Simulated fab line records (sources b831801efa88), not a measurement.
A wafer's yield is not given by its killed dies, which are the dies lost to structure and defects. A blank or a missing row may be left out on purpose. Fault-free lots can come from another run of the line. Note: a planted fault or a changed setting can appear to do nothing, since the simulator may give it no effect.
Matching of chambers ; flow sky130 ; SKY_PASSIVATION_CVD_02 on pecvd-03 has 3 sister chambers
The step deposits Si3N4, target thk 540 nm. 14 wafers are shown with their chamber, then 7 later ones without.

EACH WAFER AND ITS CHAMBER
wafer;chamber;heater_power_w (W)
L074.3;1;720
L074.4;1;741
L074.5;0;611
L080.1;2;589
L080.2;1;623
L080.6;1;673
L083.2;2;623
L083.5;2;619
L083.6;0;660
L085.2;2;591
L085.3;1;644
L085.5;2;631
L087.3;1;735
L087.4;0;693

SIGNATURES (means of the wafers above)
reading;chamber 0;chamber 1;chamber 2;scatter within a chamber
heater_power_w;654.67;689.33;610.60;39.7
Rule: a wafer lies at a distance from a chamber equal to the root of the sum of squares, over the readings, of (its reading less the chamber's mean, divided by the reading's scatter). The wafer belongs to the nearest chamber; if the next one is less than 2 further off, it can't be placed. How the scatter is found: for the shown wafers, subtract from each reading the mean of its chamber, square and add these, divide the total by (wafers less chambers), then take the root.

WAFERS MISSING THEIR CHAMBER
wafer;heater_power_w (W)
L087.6;583
L092.2;732
L092.4;634
L092.6;652
L096.1;689
L096.3;617
L096.6;639

WHICH CHAMBER EACH WENT THROUGH
wafer;from the rows above;in truth
L087.6;can't be placed: 2 or 0 or 1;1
L092.2;can't be placed: 1 or 0 or 2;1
L092.4;can't be placed: 0 or 2 or 1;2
L092.6;can't be placed: 0 or 1 or 2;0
L096.1;can't be placed: 1 or 0 or 2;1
L096.3;can't be placed: 2 or 0 or 1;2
L096.6;can't be placed: 0 or 2 or 1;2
Correctly placed: 0 of 7. Unplaceable from these rows: 7, with the true chamber sitting among the candidates in 7. 0 placed wrongly.
